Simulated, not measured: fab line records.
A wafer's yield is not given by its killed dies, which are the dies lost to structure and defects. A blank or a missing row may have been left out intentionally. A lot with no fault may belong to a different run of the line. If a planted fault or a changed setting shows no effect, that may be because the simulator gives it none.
Lot-split experiment	flow sky130	on a route of 708 steps: 5 lots, 23 wafers read

## ABOUT THE SPLIT
At SKY_SONOS_TUNNEL_DEVELOP_06 (develop time 60 s), the setting develop-time-s was moved away from the recipe's 60 s on 8 of the 23 wafers read, by +6.1% to +11.6%. The other wafers ran this setting at the recipe's value.

No step appears in the file between the split and the reading.

## THE READING
At SKY_SONOS_TUNNEL_CD_MEAS_07: cd-nm in nanometres, against a target cd of 410 nm. Typical for fault-free wafers on this fab line: 410.9 nm, with standard deviation 2.4 nm.

wafer	tool, chamber at the split	develop-time-s as run, s	against the recipe	cd-nm, nm	against lot-mates on the recipe
L075.1	litho-track-03, 0	60	recipe	413.3	-
L075.2	litho-track-03, 0	66.94	+11.6%	422.9	+10.5
L075.4	litho-track-03, 0	66.94	+11.6%	424.7	+12.3
L075.5	litho-track-03, 0	60	recipe	412.2	-
L075.6	litho-track-03, 0	60	recipe	411.8	-
L076.2	litho-track-02, 0	60	recipe	413.4	-
L076.5	litho-track-02, 0	60	recipe	412.0	-
L076.6	litho-track-02, 0	60	recipe	412.0	-
L081.1	litho-track-02, 0	60	recipe	407.8	-
L081.2	litho-track-02, 0	63.69	+6.1%	414.9	+4.9
L081.3	litho-track-02, 0	60	recipe	412.1	-
L081.4	litho-track-02, 0	63.69	+6.1%	414.6	+4.6
L081.5	litho-track-02, 0	63.69	+6.1%	413.9	+3.9
L083.1	litho-track-04, 0	64.2	+7.0%	420.1	+10.1
L083.2	litho-track-04, 0	60	recipe	409.4	-
L083.3	litho-track-04, 0	64.2	+7.0%	418.3	+8.3
L083.4	litho-track-04, 0	64.2	+7.0%	417.0	+7.0
L083.6	litho-track-04, 0	60	recipe	410.6	-
L085.1	litho-track-04, 0	60	recipe	411.5	-
L085.3	litho-track-04, 0	60	recipe	414.7	-
L085.4	litho-track-04, 0	60	recipe	412.1	-
L085.5	litho-track-04, 0	60	recipe	414.7	-
L085.6	litho-track-04, 0	60	recipe	414.4	-

THE FIT
A straight line over all 23 wafers: cd-nm changes by +0.871 nm for each +1% of develop-time-s; r = +0.87; the points scatter about the line by 2.1 nm.
The same after taking each lot's own level away (the mean of its wafers on the recipe; 23 wafers): +0.996 nm for each +1%; r = +0.94; scatter 1.4 nm.
Per that fit: largest develop-time-s move, reading shift of 12 nm.
Across the lots, their own levels run from 409.95 to 413.48 nm, a range of 1.5 times the standard deviation given above.
So the slope is not independent of the lot-to-lot level: the two fits are not the same.
Check: for one of the wafers moved furthest among these (+11.6%), held out of the fit, the line's prediction against its lot-mates is +11.9 nm. Against them it came out at +10.5 nm.

## FURTHER SPLITS ON THESE WAFERS
Before the reading, these wafers also passed through other splits. Each is held against what the fit with the lots' levels taken away leaves over:
other split on the same wafers	wafers away from the commonest value	r with cd-nm (lot level and that fit taken away)
SKY_FIELD_ISO_CVD_03 temp-c	15	+0.14
SKY_FIELD_ISO_OXIDATION_22 temp-c	15	+0.24
SKY_PWDE_IMPLANT_08 energy-kev	8	+0.25
SKY_NWELL_IMPLANT_13 energy-kev	5	-0.07
SKY_NWELL_IMPLANT_24 dose-cm2	5	-0.27
SKY_VT_ADJUST_HVTP_DEVELOP_06 dev-temp-c	9	+0.14
SKY_VT_ADJUST_LVTN_IMPLANT_08 dose-cm2	9	+0.32
SKY_VT_ADJUST_NCORE_COAT_02 spin-rpm	8	+0.41
SKY_VT_ADJUST_NCORE_STRIP_10 o2-flow-sccm	9	-0.02
SKY_VT_ADJUST_PCH_COAT_02 resist-thk-nm	6	-0.16
SKY_VT_ADJUST_PCH_IMPLANT_08 dose-cm2	8	+0.21

## FILE'S OWN FIT
cd-nm changes by +0.989 nm for each +1% of develop-time-s, r = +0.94.
